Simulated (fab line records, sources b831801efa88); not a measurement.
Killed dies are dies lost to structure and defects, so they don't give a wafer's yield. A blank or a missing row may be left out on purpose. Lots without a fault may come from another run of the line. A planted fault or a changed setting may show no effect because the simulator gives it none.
Which tool did it? | flow gf180mcu | 14 lots, 42 wafers sampled, at 4 steps of a route of 602

WHAT THE GAUGES READ, wafer by wafer
GF_TOP_METAL_CD_MEAS_14: target cd 440 nm. Usual: cd_nm 440.5 nm, standard deviation 2.
lot  | measured     | on        | cd_nm (nm)        | flag
L482 | day 28 23:31 | cd_sem-02 | 437.9 439.2 441.6 |
L485 | day 29 21:11 | cd_sem-01 | 443.5 443.9 444.2 |
L486 | day 30 06:14 | cd_sem-02 | 440.9 440.0 440.8 |
L491 | day 31 17:28 | cd_sem-01 | 442.1 440.9 440.5 |
L493 | day 32 03:47 | cd_sem-01 | 442.4 441.6 440.1 |
L494 | day 32 12:14 | cd_sem-01 | 441.9 441.9 440.5 |
L497 | day 33 05:26 | cd_sem-01 | 440.4 439.6 438.1 |
L498 | day 33 08:40 | cd_sem-01 | 444.0 441.9 442.1 |
L499 | day 33 16:18 | cd_sem-01 | 439.0 438.7 438.3 |
L500 | day 33 16:35 | cd_sem-01 | 439.9 441.1 442.1 |
L501 | day 34 04:33 | cd_sem-01 | 439.6 439.5 439.4 |
L502 | day 34 08:26 | cd_sem-01 | 438.1 440.7 441.1 |

GF_TOP_METAL_OVL_MEAS_15. Usual: TOP_METAL_OVL 0.1 nm, standard deviation 1.1.
lot  | measured     | on         | TOP_METAL_OVL (nm) | flag
L482 | day 28 23:38 | overlay-02 | -0.1 -0.6 0.4      |
L485 | day 29 21:18 | overlay-01 | -0.7 -0.3 0.3      |
L486 | day 30 06:21 | overlay-02 | 1.6 -0.5 0.7       |
L491 | day 31 17:35 | overlay-02 | -0.8 0.9 -0.2      |
L493 | day 32 03:54 | overlay-01 | -0.3 0.1 -0.1      |
L494 | day 32 12:21 | overlay-01 | 1.7 0.3 0.8        |
L497 | day 33 05:33 | overlay-01 | -0.8 0.5 -0.6      |
L498 | day 33 08:47 | overlay-01 | 0.3 2.0 -1.3       |
L499 | day 33 16:25 | overlay-01 | 0.5 0.4 1.1        |
L500 | day 33 16:42 | overlay-01 | -1.4 -1.4 -0.4     |
L501 | day 34 04:40 | overlay-01 | 1.2 1.1 0.9        |
L502 | day 34 08:33 | overlay-01 | -0.6 0.0 0.0       |

WHICH TOOL RAN EACH LOT (tool, then ch and the chambers of the sampled wafers, then the start)
lot  | GF_SALICIDE_WET_ETCH_07         | GF_TOP_METAL_SPUTTER_00
L482 | wet_bench-04 ch 3, day 16 03:31 | pvd_sputter-02, day 28 04:04
L483 | wet_bench-01 ch 3, day 16 12:04 | -
L484 | wet_bench-01 ch 0, day 16 23:14 | -
L485 | wet_bench-04 ch 0, day 17 07:08 | pvd_sputter-04, day 29 02:22
L486 | wet_bench-04 ch 0, day 17 17:24 | pvd_sputter-02, day 29 11:04
L491 | wet_bench-04 ch 3, day 19 14:30 | pvd_sputter-03, day 31 00:32
L493 | wet_bench-04 ch 0, day 20 06:19 | pvd_sputter-03, day 31 10:48
L494 | wet_bench-02 ch 3, day 20 16:58 | pvd_sputter-03, day 31 19:07
L497 | wet_bench-02 ch 2, day 21 14:57 | pvd_sputter-03, day 32 12:54
L498 | wet_bench-01 ch 0, day 22 01:24 | pvd_sputter-02, day 32 17:00
L499 | wet_bench-01 ch 1, day 22 09:04 | pvd_sputter-02, day 33 00:13
L500 | wet_bench-02 ch 0, day 22 14:55 | pvd_sputter-02, day 33 01:23
L501 | wet_bench-01 ch 1, day 23 01:10 | pvd_sputter-02, day 33 13:04
L502 | wet_bench-01 ch 3, day 23 07:37 | pvd_sputter-04, day 33 17:25
- GF_SALICIDE_WET_ETCH_07: etches the open film in SPM, target depth 120 nm.
- GF_TOP_METAL_SPUTTER_00: material Ti, target thk 37.5 nm, time 150 s.

WHAT THE TOOLS THEMSELVES READ (means of the sampled wafers that have a number; where no wafer has one, the mark that the record gives instead)
GF_TOP_METAL_SPUTTER_00. Usual: throttle_valve_pct 30.3 %, standard deviation 1.
lot  | tool           | throttle_valve_pct (%) | flag
L482 | pvd_sputter-02 | 30.1                   |
L485 | pvd_sputter-04 | 30.4                   |
L486 | pvd_sputter-02 | 30.6                   |
L491 | pvd_sputter-03 | 29.9                   |
L493 | pvd_sputter-03 | 29.4                   |
L494 | pvd_sputter-03 | 29.9                   |
L497 | pvd_sputter-03 | 28.7                   |
L498 | pvd_sputter-02 | 30.5                   |
L499 | pvd_sputter-02 | 30.8                   |
L500 | pvd_sputter-02 | 31.0                   |
L501 | pvd_sputter-02 | 30.5                   |
L502 | pvd_sputter-04 | 30.0                   |

THE ANSWER, worked out from the rows above alone
Rule: a lot is off if the mean of its wafers that have a number lies more than 3 standard deviations from the usual mean. A lot without any number at a reading at which 4 lots or more have one is off too. The other lots that the step has rows for count as sound. The gauges are gone through in route order, then the tools' own readings, and for those a lot's mean is taken as printed above. The first step at which some lot is off is used, and at that step the reading that is off furthest; a lot without a number counts as furthest.
No lot is off at any reading shown: from this, nothing can be told.

WHAT THE SIMULATOR HAD PUT IN
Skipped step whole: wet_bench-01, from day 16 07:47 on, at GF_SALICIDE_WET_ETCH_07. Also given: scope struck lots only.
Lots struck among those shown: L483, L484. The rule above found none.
